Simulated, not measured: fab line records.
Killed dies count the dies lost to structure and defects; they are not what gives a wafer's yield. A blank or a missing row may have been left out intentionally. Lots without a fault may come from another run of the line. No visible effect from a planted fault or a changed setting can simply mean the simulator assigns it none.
Comparing a struck lot with a sound one -- flow gf180mcu -- 30 out of 602 route steps
Sound: wafers L482.2, L482.3, L482.5. Struck: wafer L498.3 (left out: L498.1, L498.2 of the same lot, which were not struck); the cause appears at the end.
Per side, at each step with rows, come the tool, then ch with its chambers, and then its first start. Under that, the readings that differ: sound wafers -- struck wafers -- difference of the means -- sigmas: that difference in standard deviations of wafers without a fault.
alike: readings whose means differ by less than 2 such deviations, and words and numbers that are the same on both sides. not compared: withheld readings, readings that some wafer has no value for, bounds like >300 that may hide the same value, and numbers for which the record gives no deviation and whose values overlap.
The two part at a step that has a row with sigmas, a row that says differs or no value, or rows on one side only. Non-overlapping numbers with no deviation appear without sigmas and do not part them. Lack of a reading on every wafer of one side parts them only where that side has two or more wafers.

first, 3 steps without rows for these wafers: GF_PSD_EXPOSE_04 (exposes mask Pplus, target cd 400 nm); GF_PSD_PEB_05; GF_PSD_DEVELOP_06 (develop time 60 s).
GF_PSD_CD_MEAS_07 targets a cd of 400 nm.
  sound: cd-sem-01 at day 15 05:23; struck: cd-sem-01 at day 21 03:24
  alike: cd-nm
GF_PSD_OVL_MEAS_08:
  sound: overlay-01 at day 15 05:30; struck: overlay-01 at day 21 03:31
  alike: PSD_OVL
next, for these wafers, 1 step has no rows: GF_PSD_IMPLANT_09.
GF_PSD_STRIP_10: strips in O2/N2.
  sound on plasma-asher-04 ch 1, day 15 05:41; struck on plasma-asher-03 ch 1, day 21 03:43
  alike: drypump-motor-current-A, heater-power-w, oes-product-au, strip-time-to-endpoint-s
  not compared: rf-hours-counter-h
GF_PSD_TW_MEAS_11:
  sound: film-metro-03 at day 15 05:47; struck: film-metro-01 at day 21 03:49
  alike: PSD_TW
then, 1 step without rows for these wafers: GF_PSD_CLEAN_12 (cleans in SC1/SC2, time 150 s).
GF_PSD_RTA_13: time 20 s.
  sound on rtp-anneal-02 ch 0, day 15 05:54; struck on rtp-anneal-01 ch 0, day 21 03:56
  alike: chamber-o2-ppm, lamp-power-pct, wafer_temp_C_max
GF_PSD_RS_MEAS_14: uses a four-point probe to measure.
  sound: film-metro-01 at day 15 05:59; struck: film-metro-04 at day 21 04:01
  alike: NSD_RS
GF_PSD_RS_MEAS_15: uses a four-point probe to measure.
  sound: film-metro-01 at day 15 06:07; struck: film-metro-04 at day 21 04:08
  alike: PSD_RS
GF_SAB_CVD_00: deposits SiO2 from TEOS, target thk 50 nm, time 4.9302 s.
  sound on pecvd-01 ch 0,2, day 15 06:13; struck on pecvd-04 ch 2, day 21 04:15
reading,sound,struck,difference,sigmas
model.SiO2_of_SAB_CVD_00.thk-nm (nm),48.66 49.4 49.39,45.59,-3.56,
  alike: heater-power-w
GF_SAB_THK_MEAS_01:
  sound: film-metro-01 at day 15 06:15; struck: film-metro-02 at day 21 04:16
reading,sound,struck,difference,sigmas
SAB_CVD_00_THK (nm),48.7 49.4 49.4,45.6,-3.6,-6
then, 7 steps without rows for these wafers: GF_SAB_DEHYDRATE_02 (time 60 s); GF_SAB_HMDS_03 (prime time 60 s); GF_SAB_COAT_04 (resist thk 1000 nm); GF_SAB_SOFTBAKE_05 (time 60 s); GF_SAB_EXPOSE_06 (exposes mask SAB, target cd 420 nm); GF_SAB_PEB_07; GF_SAB_DEVELOP_08 (develop time 60 s).
GF_SAB_CD_MEAS_09 targets a cd of 420 nm.
  sound: cd-sem-01 at day 16 03:34; struck: cd-sem-02 at day 22 03:40
  alike: cd-nm
GF_SAB_OVL_MEAS_10:
  sound: overlay-01 at day 16 03:41; struck: overlay-02 at day 22 03:47
  alike: SAB_OVL
GF_SAB_ETCH_11: etches SiO2 in C4F8/O2/Ar, target depth 55 nm, time 8.5 s.
  sound on rie-diel-04 ch 0,1,3, day 16 03:43; struck on rie-diel-01 ch 3, day 22 03:50
  alike: oes-product-au
  not compared: rf-hours-counter-h
then, 1 step without rows for these wafers: GF_SAB_WET_ETCH_12 (etches SiO2 in dHF, target depth 22 nm, time 440 s).
GF_SAB_STRIP_13: strips in O2/N2.
  sound on plasma-asher-04 ch 0,1, day 16 03:52; struck on plasma-asher-04 ch 0, day 22 03:59
  alike: drypump-motor-current-A, heater-power-w, oes-product-au, strip-time-to-endpoint-s
  not compared: rf-hours-counter-h
then, 1 step without rows for these wafers: GF_SALICIDE_CLEAN_00 (cleans in SC1/SC2, time 150 s).
GF_SALICIDE_WET_ETCH_01: etches SiO2 in dHF, target depth 5 nm, time 100 s.
  sound on wet-bench-02 ch 1, day 16 04:01; struck on wet-bench-02 ch 3, day 22 04:08
reading,sound,struck,difference,sigmas
model.SiO2_of_SAB_CVD_00.thk-nm (nm),37.92 38.57 38.63,35.02,-3.35,
  alike: bath-heat-duty-pct
GF_SALICIDE_SPUTTER_02: material Co, target thk 10 nm, time 20 s.
  sound: pvd-sputter-01 at day 16 04:03; struck: pvd-sputter-01 at day 22 04:10
  alike: throttle-valve-pct
GF_PASSIVATION_PROBE_99:
  sound wafers here have rows in the record (prober-02, day 30 01:44); struck ones have none

## WHERE THEY PART
At GF_SAB_THK_MEAS_01 first; at GF_PASSIVATION_PROBE_99 last (within this record only).

WHY: whatever the simulator had introduced
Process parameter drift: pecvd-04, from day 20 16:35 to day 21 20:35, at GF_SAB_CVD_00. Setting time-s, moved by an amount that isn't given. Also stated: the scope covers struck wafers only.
